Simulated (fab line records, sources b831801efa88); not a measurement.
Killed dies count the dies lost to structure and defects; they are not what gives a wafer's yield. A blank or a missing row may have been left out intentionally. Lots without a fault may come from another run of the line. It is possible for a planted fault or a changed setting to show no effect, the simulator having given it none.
Chamber matching -- flow gf180mcu -- 4 sister chambers for GF_V3_CMP_26 on cmp-01
The step polishes, stops on SiO2, t overpolish 16.34 s, target thk 0 nm. 22 wafers are shown with their chamber, then 11 later ones without.

## WAFERS, EACH WITH ITS CHAMBER
wafer,chamber,motor current A (A),time to endpoint s (s),overpolish run s (s)
L075.2,2,9.3,90,16.338
L075.4,3,13.4,84,16.337
L075.5,0,9.8,92,16.337
L082.1,0,10.0,83,16.356
L082.4,1,9.9,78,16.344
L082.5,1,10.7,78,16.335
L083.3,0,9.9,86,16.345
L083.4,1,9.9,80,16.332
L083.6,1,10.2,80,16.338
L084.2,3,12.7,82,16.344
L084.3,0,10.1,85,16.340
L084.5,1,10.7,83,16.338
L085.1,1,9.8,80,16.339
L085.3,2,9.5,81,16.338
L085.4,0,10.5,89,16.351
L086.1,2,9.4,81,16.338
L086.3,1,10.1,80,16.341
L086.5,3,13.1,81,16.341
L089.1,2,9.6,81,16.347
L089.4,0,9.7,90,16.342
L089.6,3,13.3,82,16.347
L092.2,1,9.8,81,16.328

SIGNATURES (averages over the wafers above)
reading,chamber 0,chamber 1,chamber 2,chamber 3,scatter within a chamber
motor current A,10.000,10.137,9.450,13.125,0.309
time to endpoint s,87.50,80.00,83.25,82.25,2.8
overpolish run s,16.34517,16.33687,16.34025,16.34225,0.00553
Rule: a wafer lies at a distance from a chamber equal to the root of the sum of squares, over the readings, of (its reading less the chamber's mean, divided by the reading's scatter). The wafer belongs to the nearest chamber; if the next one is less than 2 further off, it can't be placed. The scatter: the root of (the sum of the squares of (reading less its chamber's mean) over the shown wafers, divided by (wafers less chambers)).

## WAFERS WITH NO CHAMBER GIVEN
wafer,motor current A (A),time to endpoint s (s),overpolish run s (s)
L092.3,13.2,82,16.324
L092.6,9.2,82,16.344
L093.1,9.6,82,16.334
L093.4,9.5,85,16.328
L093.5,10.4,82,16.355
L096.1,10.4,87,16.329
L096.2,9.4,88,16.338
L096.3,13.5,88,16.329
L097.2,10.4,77,16.337
L097.4,9.6,84,16.344
L097.5,13.0,79,16.348

## CHAMBER TAKEN BY EACH
wafer,from the rows above,in truth
L092.3,3,3
L092.6,2,2
L093.1,can't be placed: 2 or 1 or 0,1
L093.4,can't be placed: 2 or 1 or 0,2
L093.5,can't be placed: 0 or 1 or 2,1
L096.1,can't be placed: 1 or 0 or 2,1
L096.2,can't be placed: 2 or 0 or 1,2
L096.3,3,3
L097.2,1,1
L097.4,can't be placed: 2 or 0 or 1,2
L097.5,3,3
Correct placement for 5 of the 11. Unplaceable from these rows: 6, with the true chamber sitting among the candidates in 6. Wrongly placed: 0.
